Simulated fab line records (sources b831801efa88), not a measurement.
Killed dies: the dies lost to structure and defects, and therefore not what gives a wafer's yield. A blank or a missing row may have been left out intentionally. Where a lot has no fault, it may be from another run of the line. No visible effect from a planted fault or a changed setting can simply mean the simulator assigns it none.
Comparing a struck lot with a sound one | flow sky130 | 33 steps out of a route of 708
Sound: the wafers L709.3, L709.5, L709.6. Struck: wafer L721.3 (L721.1, L721.5, from the same lot, were not struck and are left out); the cause is given at the end.
Per side, at each step with rows, come the tool, then ch with its chambers, and then its first start. Under that, the readings that differ: sound wafers | struck wafers | difference of the means | sigmas: that difference in standard deviations of wafers without a fault.
alike: readings with means less than 2 such deviations apart, plus words and numbers identical on both sides. not compared: withheld readings, readings lacking a value on some wafer, bounds such as >300 that could conceal the same value, and numbers that have no deviation in the record and whose values overlap.
Wherever a step has rows on one side only, a row that says differs or no value, or a row with sigmas, the two part there. Non-overlapping numbers with no deviation appear without sigmas and do not part them. Lack of a reading on every wafer of one side parts them only where that side has two or more wafers.

first, 4 steps without rows for these wafers: SKY_LOCAL_INTERCONNECT_SOFTBAKE_07 (time 90 s); SKY_LOCAL_INTERCONNECT_EXPOSE_08 (exposes mask LI1M, target cd 170 nm); SKY_LOCAL_INTERCONNECT_PEB_09; SKY_LOCAL_INTERCONNECT_DEVELOP_10 (develop time 60 s).
SKY_LOCAL_INTERCONNECT_CD_MEAS_11 targets a cd of 170 nm.
  sound on cd_sem-02 at day 31 14:43; struck on cd_sem-01 at day 35 06:13
  alike: cd_nm
SKY_LOCAL_INTERCONNECT_OVL_MEAS_12:
  sound on overlay-01 at day 31 14:48; struck on overlay-02 at day 35 06:20
  alike: LOCAL_INTERCONNECT_OVL
SKY_LOCAL_INTERCONNECT_ETCH_13: etches BARC in N2/H2, stops on SiO2, time 45.9 s, target depth 60 nm.
  sound on rie_metal-03 ch 0,1, day 31 14:51; struck on rie_metal-03 ch 0, day 35 06:22
  alike: drypump_motor_current_A, oes_product_au, throttle_valve_pct
  not compared: rf_hours_counter_h
SKY_LOCAL_INTERCONNECT_METAL_ETCH_14: etches TiN in Cl2/BCl3, stops on PSG, target depth 110 nm, time 31.4 s.
  sound on rie_metal-03 ch 0,1, day 31 14:55; struck on rie_metal-03 ch 0, day 35 06:30
  reading                | sound                | struck | difference | sigmas
  oes_product_au (a.u.)  | 0.932 0.936 0.940    | 0.952  | +0.016     | +2
  throttle_valve_pct (%) | 21.899 21.923 21.922 | 21.888 | -0.027     | -3
  alike: drypump_motor_current_A
  not compared: rf_hours_counter_h
then, 4 steps without rows for these wafers: SKY_LOCAL_INTERCONNECT_STRIP_15 (strips in O2/N2); SKY_LOCAL_INTERCONNECT_STRIP_16 (strips in post etch residue remover, time 1200 s); SKY_LOCAL_INTERCONNECT_CLEAN_17 (cleans in IPA, time 180 s); SKY_LOCAL_INTERCONNECT_CLEAN_18 (cleans in O3/DIW).
SKY_CONTACT_CVD_00: deposits Si3N4, target thk 75 nm.
  sound on pecvd-02 ch 0,1, day 31 15:32; struck on pecvd-04 ch 0, day 35 07:14
  reading                                   | sound             | struck | difference | sigmas
  model.Si3N4_of_CONTACT_CVD_00.thk_nm (nm) | 73.64 75.16 75.48 | 100.2  | +25.4      |
  alike: heater_power_w
SKY_CONTACT_THK_MEAS_01:
  sound on film_metro-03 at day 31 15:35; struck on film_metro-01 at day 35 07:16
  reading                 | sound          | struck | difference | sigmas
  CONTACT_CVD_00_THK (nm) | 73.7 75.1 75.5 | 100.2  | +25.4      | +29
then, 1 step without rows for these wafers: SKY_CONTACT_HDPCVD_02 (deposits SiO2, target thk 565 nm, time 94.2 s).
SKY_CONTACT_THK_MEAS_03:
  sound on film_metro-04 at day 31 15:43; struck on film_metro-04 at day 35 07:23
  reading                 | sound       | struck | difference | sigmas
  CONTACT_HDPCVD_THK (nm) | 573 578 572 | 562    | -12        | -3
SKY_CONTACT_CMP_04: polishes SiO2.
  sound on cmp-01 ch 0,1,3, day 31 15:55; struck on cmp-01 ch 3, day 35 07:30
  alike: motor_current_A
SKY_CONTACT_BOW_MEAS_05:
  sound on film_metro-03 at day 31 16:06; struck on film_metro-01 at day 35 07:45
  alike: CONTACT_BOW
then, 8 steps without rows for these wafers: SKY_CONTACT_DEHYDRATE_06 (time 60 s); SKY_CONTACT_HMDS_07 (prime time 60 s); SKY_CONTACT_COAT_08 (resist thk 60 nm); SKY_CONTACT_COAT_09 (resist thk 450 nm); SKY_CONTACT_SOFTBAKE_10 (time 90 s); SKY_CONTACT_EXPOSE_11 (exposes mask CTM1, target cd 170 nm); SKY_CONTACT_PEB_12; SKY_CONTACT_DEVELOP_13 (develop time 60 s).
SKY_CONTACT_CD_MEAS_14 targets a cd of 170 nm.
  sound on cd_sem-01 at day 32 19:58; struck on cd_sem-02 at day 36 09:32
  reading    | sound             | struck | difference | sigmas
  cd_nm (nm) | 167.7 167.1 169.0 | 171.6  | +3.7       | +2
SKY_CONTACT_OVL_MEAS_15:
  sound on overlay-01 at day 32 20:03; struck on overlay-01 at day 36 09:39
  alike: CONTACT_OVL
SKY_CONTACT_ETCH_16: etches BARC in N2/H2, stops on SiO2, time 45.9 s, target depth 60 nm.
  sound on rie_diel-02 ch 2,3, day 32 20:04; struck on rie_diel-04 ch 0, day 36 09:41
  alike: drypump_motor_current_A, oes_product_au, throttle_valve_pct
  not compared: rf_hours_counter_h
then, 1 step without rows for these wafers: SKY_CONTACT_ETCH_17 (etches SiO2 in C4F8/O2/Ar, stops on Si3N4, target depth 340 nm).
SKY_CONTACT_ETCH_18: etches Si3N4 in CHF3/O2, stops on TiN, time 39 s, target depth 75 nm.
  sound on rie_diel-02 ch 2,3; struck on rie_diel-04 ch 0
  reading                  | sound             | struck | difference | sigmas
  oes_product_au (a.u.)    | 0.836 0.850 0.854 | 0.991  | +0.144     | +20
  throttle_valve_pct (%)   | 8.778 8.801 8.792 | 8.824  | +0.034     | +4
  model.etch.depth_nm (nm) | 73.64 75.16 75.48 | 97.41  | +22.65     |
  alike: drypump_motor_current_A
  not compared: rf_hours_counter_h
SKY_CONTACT_STRIP_19: strips in O2/N2.
  sound on plasma_asher-04 ch 0,1, day 32 20:14; struck on plasma_asher-03 ch 0, day 36 09:49
  alike: drypump_motor_current_A, oes_product_au, strip_time_to_endpoint_s
  not compared: rf_hours_counter_h
-- the record jumps here: 13 days lie between the struck wafers' starts before and after (it left off in module CONTACT and takes up again in module PAD_OPEN, whose first step shown is number 708 of the route) --
SKY_PAD_OPEN_PROBE_99:
  only the struck wafers here have rows in the record (prober-02, day 49 10:57); the sound ones have none

## WHERE THEY PART
First at SKY_LOCAL_INTERCONNECT_METAL_ETCH_14; last, within this record, at SKY_PAD_OPEN_PROBE_99.

WHY: whatever the simulator had introduced
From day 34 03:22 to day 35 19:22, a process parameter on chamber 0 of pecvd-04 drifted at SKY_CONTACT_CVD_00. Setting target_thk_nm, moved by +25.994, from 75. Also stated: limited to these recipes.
